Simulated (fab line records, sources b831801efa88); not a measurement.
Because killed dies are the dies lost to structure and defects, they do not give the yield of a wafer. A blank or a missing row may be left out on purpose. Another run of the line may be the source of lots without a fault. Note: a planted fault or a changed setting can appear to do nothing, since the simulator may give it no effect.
Chamber matching    flow gf180mcu    GF_V2_CMP_26 on cmp-01: 4 sister chambers
The step polishes, stops on SiO2, t overpolish 15 s, target thk 0 nm. 30 wafers are shown with their chamber, then 12 later ones without.

== WAFERS PAIRED WITH THEIR CHAMBERS ==
wafer   chamber  motorCurrentA (A)  timeToEndpointS (s)  overpolishRunS (s)
L074.2  2        11.4               90                   14.999
L074.3  1        12.1               86                   15.008
L074.5  0        11.7               90                   14.994
L078.1  2        12.2               83                   14.993
L078.3  0        10.4               82                   14.996
L078.5  0        10.9               83                   14.999
L079.1  2        12.4               85                   14.999
L079.4  1        12.5               78                   14.989
L079.6  1        11.4               80                   15.004
L080.1  3        12.0               84                   14.998
L080.2  0        10.9               86                   15.007
L080.3  2        11.1               84                   15.007
L082.1  1        13.0               82                   15.029
L082.4  0        11.5               88                   14.994
L082.6  3        12.6               86                   14.999
L083.1  1        12.6               82                   15.025
L083.2  0        11.8               86                   14.989
L083.6  2        11.6               88                   14.999
L086.1  0        11.3               83                   14.992
L086.4  1        12.3               79                   14.998
L086.6  0        11.7               85                   14.999
L085.2  3        11.9               87                   14.997
L085.3  0        11.7               84                   14.991
L085.6  2        11.5               86                   14.997
L090.1  0        10.9               89                   15.013
L090.2  1        12.6               86                   15.000
L090.3  2        11.3               94                   15.008
L091.2  3        12.5               89                   15.003
L091.3  1        11.4               86                   15.016
L091.5  0        12.0               92                   15.007

SIGNATURES, as means of the wafers listed above
reading          chamber 0  chamber 1  chamber 2  chamber 3  scatter within a chamber
motorCurrentA    11.345     12.238     11.643     12.250     0.504
timeToEndpointS  86.18      82.38      87.14      86.50      3.29
overpolishRunS   14.99827   15.00863   15.00029   14.99925   0.00902
Rule: for each reading, subtract the chamber's mean from the wafer's reading, divide by that reading's scatter and square the result; add these up over the readings and take the root, which gives the wafer's distance from the chamber. If the next closest chamber is less than 2 further off than the closest, the wafer can't be placed; otherwise it belongs to the closest. The scatter is the square root of a quotient: the sum, over the shown wafers, of each reading's squared deviation from its chamber's mean, divided by wafers minus chambers.

== WAFERS WHOSE CHAMBER IS MISSING ==
wafer   motorCurrentA (A)  timeToEndpointS (s)  overpolishRunS (s)
L093.2  11.3               81                   14.993
L093.3  12.1               79                   15.000
L093.4  12.0               83                   14.999
L094.2  12.1               85                   15.014
L094.3  11.4               81                   15.005
L094.6  11.7               83                   14.995
L095.1  11.5               87                   15.000
L095.2  11.3               89                   14.999
L095.5  12.2               83                   14.991
L096.2  11.1               87                   15.003
L096.3  12.1               86                   14.996
L096.4  12.3               84                   15.014

== WHICH CHAMBER EACH WENT THROUGH ==
wafer   from the rows above                in truth
L093.2  can't be placed: 0 or 2 or 1 or 3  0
L093.3  can't be placed: 1 or 3 or 2 or 0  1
L093.4  can't be placed: 3 or 1 or 2 or 0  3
L094.2  can't be placed: 1 or 3 or 2 or 0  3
L094.3  can't be placed: 0 or 1 or 2 or 3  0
L094.6  can't be placed: 0 or 2 or 3 or 1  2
L095.1  can't be placed: 2 or 0 or 3 or 1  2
L095.2  can't be placed: 0 or 2 or 3       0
L095.5  can't be placed: 3 or 1 or 2 or 0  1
L096.2  can't be placed: 0 or 2 or 3 or 1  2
L096.3  can't be placed: 3 or 2 or 0 or 1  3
L096.4  can't be placed: 1 or 3 or 2 or 0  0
Correctly placed: 0 of 12. Cannot be placed on the basis of these rows: 12; the candidates contain the true chamber in 12. Number placed wrongly: 0.
